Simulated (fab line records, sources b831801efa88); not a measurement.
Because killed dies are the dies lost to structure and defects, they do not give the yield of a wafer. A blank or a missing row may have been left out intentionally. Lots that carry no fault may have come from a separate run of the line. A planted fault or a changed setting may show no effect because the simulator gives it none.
Which tool was responsible?    flow sky130    24 lots, 72 wafers sampled, at 5 steps of a route of 708

WHAT THE GAUGES READ, wafer by wafer
SKY_VT_ADJUST_NCORE_TW_MEAS_11. Usual: VT_ADJUST_NCORE_TW 219.5, standard deviation 1.2.
lot   measured      on             VT_ADJUST_NCORE_TW  flag
L074  day 8 15:44   film metro-02  219.7 221.1 221.3   
L075  day 8 22:44   film metro-01  218.4 217.9 218.6   
L076  day 9 03:56   film metro-04  217.8 219.0 219.9   
L077  day 9 13:37   film metro-02  219.8 219.9 220.9   
L078  day 9 23:16   film metro-04  220.8 219.5 220.5   
L079  day 10 02:31  film metro-01  217.5 218.6 217.2   
L080  day 10 12:39  film metro-04  220.4 219.9 219.9   
L081  day 10 17:42  film metro-02  219.0 219.3 218.0   
L082  day 10 21:50  film metro-01  217.4 217.9 217.5   
L083  day 11 11:04  film metro-01  219.9 218.2 219.6   
L084  day 11 16:44  film metro-01  220.6 218.8 219.6   
L085  day 12 01:44  film metro-02  221.8 219.8 221.4   
L086  day 12 06:08  film metro-04  218.4 218.7 217.7   
L087  day 12 22:23  film metro-01  217.9 217.5 217.2   
L088  day 13 03:58  film metro-04  219.1 219.4 218.5   
L089  day 13 10:39  film metro-02  219.5 220.6 220.7   
L090  day 13 10:57  film metro-04  218.5 220.1 219.6   
L091  day 13 15:56  film metro-01  218.3 218.5 219.9   
L092  day 14 01:23  film metro-02  221.3 220.2 220.7   
L093  day 14 10:24  film metro-01  219.4 219.7 219.0   
L094  day 14 15:41  film metro-04  220.5 221.3 219.6   
L095  day 15 00:35  film metro-02  219.8 220.5 220.4   
L096  day 15 03:36  film metro-01  218.2 218.5 217.8   
L097  day 15 10:20  film metro-04  220.6 220.9 221.1   

SKY_SD_N_OVL_MEAS_08. Usual: SD_N_OVL 0.8 nm, standard deviation 1.2.
lot   measured      on          SD_N_OVL (nm)   flag
L074  day 27 22:21  overlay-01  0.5 -0.7 -0.2   
L075  day 28 09:11  overlay-01  -0.4 -0.1 0.6   
L076  day 28 19:17  overlay-01  -1.7 -0.2 -0.6  
L077  day 29 03:00  overlay-01  0.7 1.2 0.8     
L078  day 29 15:34  overlay-02  0.9 0.0 0.2     
L079  day 29 22:52  overlay-02  -1.2 -1.8 -0.3  
L080  day 30 05:28  overlay-02  2.0 1.1 2.6     
L081  day 30 07:46  overlay-02  1.8 1.1 2.2     
L082  day 31 16:04  overlay-01  -0.6 0.6 0.2    
L083  day 31 16:51  overlay-02  1.1 2.0 2.1     
L084  day 31 17:10  overlay-01  0.0 2.1 1.2     
L085  day 31 21:49  overlay-01  0.2 -0.4 -1.2   
L086  day 32 06:14  overlay-02  -1.1 -1.7 0.3   
L087  day 33 00:58  overlay-01  0.4 0.1 1.1     
L088  day 33 02:20  overlay-01  1.9 -1.3 1.6    
L089  day 33 13:37  overlay-01  0.6 -0.1 0.2    
L090  day 33 12:17  overlay-02  -0.2 2.2 0.7    
L091  day 33 16:52  overlay-01  1.8 0.6 1.8     
L092  day 34 02:54  overlay-02  3.8 2.0 2.3     
L093  day 34 08:57  overlay-02  1.1 0.0 1.4     
L094  day 34 15:16  overlay-02  0.9 1.1 0.4     
L095  day 35 02:26  overlay-01  -0.9 0.7 -0.4   
L096  day 35 09:07  overlay-01  2.4 3.9 3.2     
L097  day 35 10:38  overlay-02  1.4 2.2 1.7     

SKY_VIA2_OVL_MEAS_13. Usual: VIA2_OVL 3 nm, standard deviation 5.7.
lot   measured      on          VIA2_OVL (nm)  flag
L074  day 36 10:39  overlay-02  10 16 10       
L075  day 36 19:55  overlay-01  3 1 2          
L076  day 37 03:39  overlay-02  -7 -11 -8      
L077  day 37 12:25  overlay-02  14 9 1         
L078  day 37 23:04  overlay-01  -5 1 1         
L079  day 38 10:15  overlay-01  -3 -5 -1       
L080  day 38 11:49  overlay-01  -4 -6 -7       
L081  day 38 13:16  overlay-02  2 5 6          
L082  day 39 18:57  overlay-02  5 9 6          
L083  day 39 20:06  overlay-02  8 7 8          
L084  day 39 21:24  overlay-01  9 2 -3         
L085  day 40 02:54  overlay-02  11 2 7         
L086  day 40 09:06  overlay-02  15 3 7         
L087  day 41 03:09  overlay-02  1 0 0          
L088  day 41 03:54  overlay-02  3 4 2          
L089  day 41 12:43  overlay-02  4 3 3          
L090  day 41 11:43  overlay-02  5 4 2          
L091  day 41 15:15  overlay-02  4 8 8          
L092  day 41 23:33  overlay-01  5 7 -1         
L093  day 42 07:08  overlay-01  6 5 6          
L094  day 42 12:13  overlay-02  6 4 4          
L095  day 43 00:04  overlay-02  9 7 6          
L096  day 43 04:09  overlay-01  -3 -1 -7       
L097  day 43 05:27  overlay-02  3 5 6          

WHAT TOOL EACH LOT RAN ON (gives the tool, then ch and the chambers of the sampled wafers, and finally the start)
lot   SKY_VT_ADJUST_PCH_STRIP_09            SKY_CONTACT_SPUTTER_23
L074  plasma asher-04 ch 0,1, day 10 12:13  pvd sputter-01, day 31 16:25
L075  plasma asher-03 ch 0,1, day 10 18:58  pvd sputter-02, day 32 02:38
L076  plasma asher-03 ch 0,1, day 11 01:58  pvd sputter-04, day 32 11:57
L077  plasma asher-02 ch 0,1, day 11 11:34  pvd sputter-01, day 32 18:46
L078  plasma asher-04 ch 0,1, day 11 22:17  pvd sputter-04, day 33 06:22
L079  plasma asher-03 ch 0,1, day 12 01:36  pvd sputter-02, day 33 20:43
L080  plasma asher-02 ch 0,1, day 12 13:16  pvd sputter-01, day 33 21:04
L081  plasma asher-02 ch 0,1, day 12 18:07  pvd sputter-04, day 33 21:43
L082  plasma asher-03 ch 0,1, day 12 23:25  pvd sputter-01, day 35 06:33
L083  plasma asher-04 ch 0,1, day 13 13:28  pvd sputter-01, day 35 08:02
L084  plasma asher-02 ch 1, day 13 19:31    pvd sputter-02, day 35 08:22
L085  plasma asher-04 ch 0,1, day 14 04:19  pvd sputter-04, day 35 12:43
L086  plasma asher-03 ch 1, day 14 10:07    pvd sputter-01, day 35 20:01
L087  plasma asher-04 ch 0,1, day 15 03:37  pvd sputter-02, day 36 15:20
L088  plasma asher-03 ch 0,1, day 15 08:22  pvd sputter-04, day 36 15:41
L089  plasma asher-02 ch 0,1, day 15 17:10  pvd sputter-04, day 37 03:02
L090  plasma asher-04 ch 0,1, day 15 17:33  pvd sputter-04, day 37 01:19
L091  plasma asher-02 ch 0,1, day 15 22:27  pvd sputter-01, day 37 05:20
L092  plasma asher-03 ch 0,1, day 16 08:01  pvd sputter-01, day 37 15:01
L093  plasma asher-04 ch 0,1, day 16 17:49  pvd sputter-01, day 37 22:52
L094  plasma asher-04 ch 0,1, day 16 23:53  pvd sputter-01, day 38 03:26
L095  plasma asher-02 ch 0,1, day 17 09:00  pvd sputter-01, day 38 15:19
L096  plasma asher-03 ch 0,1, day 17 12:01  pvd sputter-01, day 38 20:22
L097  plasma asher-02 ch 0,1, day 17 18:58  pvd sputter-04, day 38 22:13
- SKY_VT_ADJUST_PCH_STRIP_09: strips in O2/N2.
- SKY_CONTACT_SPUTTER_23: material TiN, target thk 20 nm, time 80 s.

WHAT THE TOOLS THEMSELVES READ (means of the sampled wafers that have a number; where no wafer has one, the mark that the record gives instead)
SKY_VT_ADJUST_PCH_STRIP_09. Usual: chamber pressure mTorr 1500.1 mTorr, standard deviation 1.4; drypump motor current A 5.6 A, standard deviation 0.36; oes product au 0.723 a.u., standard deviation 0.0047; strip time to endpoint s 36.89 s, standard deviation 0.1.
lot   tool             chamber pressure mTorr (mTorr)  drypump motor current A (A)  oes product au (a.u.)  strip time to endpoint s (s)  flag
L074  plasma asher-04  1499.9                          5.3                          0.724                  36.86                         
L075  plasma asher-03  1499.6                          5.8                          0.724                  36.95                         
L076  plasma asher-03  1499.7                          6.0                          0.725                  36.88                         
L077  plasma asher-02  1501.2                          5.7                          0.722                  36.82                         
L078  plasma asher-04  1501.2                          5.4                          0.723                  36.84                         
L079  plasma asher-03  1501.9                          5.8                          0.725                  36.88                         
L080  plasma asher-02  1499.6                          5.4                          0.725                  36.86                         
L081  plasma asher-02  1499.0                          5.7                          0.723                  36.88                         
L082  plasma asher-03  1501.5                          5.9                          0.720                  36.88                         
L083  plasma asher-04  1500.1                          5.5                          0.721                  36.73                         
L084  plasma asher-02  1500.9                          5.9                          0.724                  36.84                         
L085  plasma asher-04  1499.5                          5.3                          0.723                  37.06                         
L086  plasma asher-03  1499.2                          6.1                          0.722                  36.95                         
L087  plasma asher-04  1499.0                          5.5                          0.725                  36.96                         
L088  plasma asher-03  1498.7                          6.0                          0.727                  36.79                         
L089  plasma asher-02  1500.0                          5.6                          0.725                  36.83                         
L090  plasma asher-04  1500.2                          5.4                          0.719                  36.88                         
L091  plasma asher-02  1499.3                          5.4                          0.720                  37.02                         
L092  plasma asher-03  1500.7                          5.8                          0.726                  36.74                         
L093  plasma asher-04  1500.5                          5.4                          0.719                  36.97                         
L094  plasma asher-04  1501.5                          5.3                          0.718                  36.91                         
L095  plasma asher-02  1499.9                          5.6                          0.726                  36.94                         
L096  plasma asher-03  1500.0                          5.8                          0.724                  36.93                         
L097  plasma asher-02  1499.7                          5.7                          0.724                  37.10                         

SKY_CONTACT_SPUTTER_23. Usual: throttle valve pct 29.6 %, standard deviation 0.69.
lot   tool            throttle valve pct (%)  flag
L074  pvd sputter-01  29.9                    
L075  pvd sputter-02  30.1                    
L076  pvd sputter-04  29.2                    
L077  pvd sputter-01  29.2                    
L078  pvd sputter-04  29.0                    
L079  pvd sputter-02  29.9                    
L080  pvd sputter-01  30.5                    
L081  pvd sputter-04  29.1                    
L082  pvd sputter-01  29.8                    
L083  pvd sputter-01  29.6                    
L084  pvd sputter-02  29.9                    
L085  pvd sputter-04  29.3                    
L086  pvd sputter-01  30.2                    
L087  pvd sputter-02  30.3                    
L088  pvd sputter-04  29.2                    
L089  pvd sputter-04  29.0                    
L090  pvd sputter-04  28.8                    
L091  pvd sputter-01  29.6                    
L092  pvd sputter-01  29.4                    
L093  pvd sputter-01  30.0                    
L094  pvd sputter-01  30.3                    
L095  pvd sputter-01  29.4                    
L096  pvd sputter-01  29.7                    
L097  pvd sputter-04  29.0                    

THE ANSWER, worked out from the rows above alone
Rule: a lot counts as off when the mean over its wafers that have a number is more than 3 standard deviations away from the usual mean. A lot without any number at a reading at which 4 lots or more have one is off too. Where the step has rows for the other lots, those lots are counted as sound. Order of review: gauges by route order, followed by the tools' own readings, for which a lot's mean as printed above is used. At the first step where some lot is off, the reading lying furthest off is the one used; lots without a number count as furthest.
None of the lots is off at any reading shown; this tells nothing.

WHAT THE SIMULATOR PUT IN
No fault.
